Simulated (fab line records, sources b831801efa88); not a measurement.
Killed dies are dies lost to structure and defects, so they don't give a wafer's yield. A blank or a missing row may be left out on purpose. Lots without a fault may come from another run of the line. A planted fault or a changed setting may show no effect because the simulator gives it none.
A struck lot beside a sound one | flow sky130 | 25 steps out of a route of 708
Sound: wafers L988.2, L988.4, L988.5. Struck: wafers L100.1, L100.2, L100.6. The cause comes at the end.
At each step with rows: each side's tool, then ch and its chambers, then its first start. Under that, the readings that differ: sound wafers | struck wafers | difference of the means | sigmas: that difference in standard deviations of wafers without a fault.
alike: readings whose means differ by less than 2 such deviations, and words and numbers that are the same on both sides. not compared: withheld readings, readings that some wafer has no value for, bounds like >300 that may hide the same value, and numbers for which the record gives no deviation and whose values overlap.
The two part at a step that has a row with sigmas, a row that says differs or no value, or rows on one side only. Numbers that don't overlap but have no deviation are shown without sigmas and don't part them. A reading that every wafer of one side lacks parts them only if that side has two wafers or more.

SKY_POLY_CUT_ETCH_11: etches Si3N4 in CF4/CH2F2/Ar, stops on poly-Si, time 42.5 s, target depth 60 nm.
  sound on rie_diel-03 ch 0,1,2, day 24 22:50; struck on rie_diel-01 ch 0,1,2, day 28 09:17
  alike: drypump_motor_current_A, oes_product_au, throttle_valve_pct
  not compared: rf_hours_counter_h
SKY_POLY_CUT_STRIP_12: strips in O2/N2.
  sound on plasma_asher-04 ch 0,1, day 24 22:53; struck on plasma_asher-03 ch 0,1, day 28 09:19
  alike: chamber_pressure_mTorr, drypump_motor_current_A, oes_product_au, strip_time_to_endpoint_s
  not compared: rf_hours_counter_h
then, 7 steps without rows for these wafers: SKY_SD_P_DEHYDRATE_00 (time 60 s); SKY_SD_P_HMDS_01 (prime time 60 s); SKY_SD_P_COAT_02 (resist thk 1140 nm); SKY_SD_P_SOFTBAKE_03 (time 60 s); SKY_SD_P_EXPOSE_04 (exposes mask PSDM, target cd 380 nm); SKY_SD_P_PEB_05; SKY_SD_P_DEVELOP_06 (develop time 60 s).
SKY_SD_P_CD_MEAS_07: target cd 380 nm.
  sound on cd_sem-01, day 26 04:21; struck on cd_sem-02, day 29 12:50
  alike: cd_nm
SKY_SD_P_OVL_MEAS_08:
  sound on overlay-01, day 26 04:28; struck on overlay-01, day 29 12:58
  alike: SD_P_OVL
then, 1 step without rows for these wafers: SKY_SD_P_IMPLANT_09.
SKY_SD_P_STRIP_10: strips in O2/N2.
  sound on plasma_asher-04 ch 0,1, day 26 04:38; struck on plasma_asher-01 ch 0,1, day 29 13:09
  no value came back on the struck wafers for chamber_pressure_mTorr (mTorr), drypump_motor_current_A (A), oes_product_au (a.u.), strip_time_to_endpoint_s (s); on the sound wafers chamber_pressure_mTorr (mTorr) reads 1498.5 1498.9 1500.3
  reading                                   | sound | struck         | difference | sigmas
  model.NOVOLAK_of_SD_P_COAT_02.thk_nm (nm) | 0 0 0 | 1141 1142 1143 | +1142      |
  not compared: rf_hours_counter_h
SKY_SD_P_TW_MEAS_11:
  sound on film_metro-01, day 26 04:45; struck on film_metro-01, day 29 13:15
  alike: SD_P_TW
then, 3 steps without rows for these wafers: SKY_RES_XHIGH_DEHYDRATE_00 (time 60 s); SKY_RES_XHIGH_HMDS_01 (prime time 60 s); SKY_RES_XHIGH_COAT_02 (resist thk 1140 nm).
SKY_RES_XHIGH_SOFTBAKE_03: time 61.26 s.
  sound on litho_track-02 ch 0, day 26 19:21; struck on litho_track-02 ch 0, day 30 02:26
  alike: plate_sensor_t_centre_C, plate_sensor_t_edge_C
then, 4 steps without rows for these wafers: SKY_RES_XHIGH_EXPOSE_04 (exposes mask URPM, target cd 1270 nm); SKY_RES_XHIGH_PEB_05; SKY_RES_XHIGH_DEVELOP_06 (develop time 60 s); SKY_RES_XHIGH_IMPLANT_07.
SKY_RES_XHIGH_STRIP_08: strips in O2/N2.
  sound on plasma_asher-04 ch 0,1, day 27 10:11; struck on plasma_asher-02 ch 0,1, day 30 16:35
  reading                      | sound             | struck            | difference | sigmas
  strip_time_to_endpoint_s (s) | 14.31 14.33 14.33 | 31.31 31.33 31.37 | +17.01     | +99 or more
  alike: chamber_pressure_mTorr, drypump_motor_current_A, oes_product_au
  not compared: rf_hours_counter_h
SKY_RES_XHIGH_TW_MEAS_09:
  sound on film_metro-01, day 27 10:17; struck on film_metro-03, day 30 16:55
  reading      | sound          | struck   | difference | sigmas
  RES_XHIGH_TW | 1670 1677 1680 | 29 30 30 | -1646      | -82
  not compared: hold
SKY_PAD_OPEN_PROBE_99:
  the record has rows for the sound wafers here (prober-01, day 46 05:29) and none for the struck ones

WHERE THEY PART
First at SKY_SD_P_STRIP_10; last, within this record, at SKY_PAD_OPEN_PROBE_99.

WHY: what the simulator had put in
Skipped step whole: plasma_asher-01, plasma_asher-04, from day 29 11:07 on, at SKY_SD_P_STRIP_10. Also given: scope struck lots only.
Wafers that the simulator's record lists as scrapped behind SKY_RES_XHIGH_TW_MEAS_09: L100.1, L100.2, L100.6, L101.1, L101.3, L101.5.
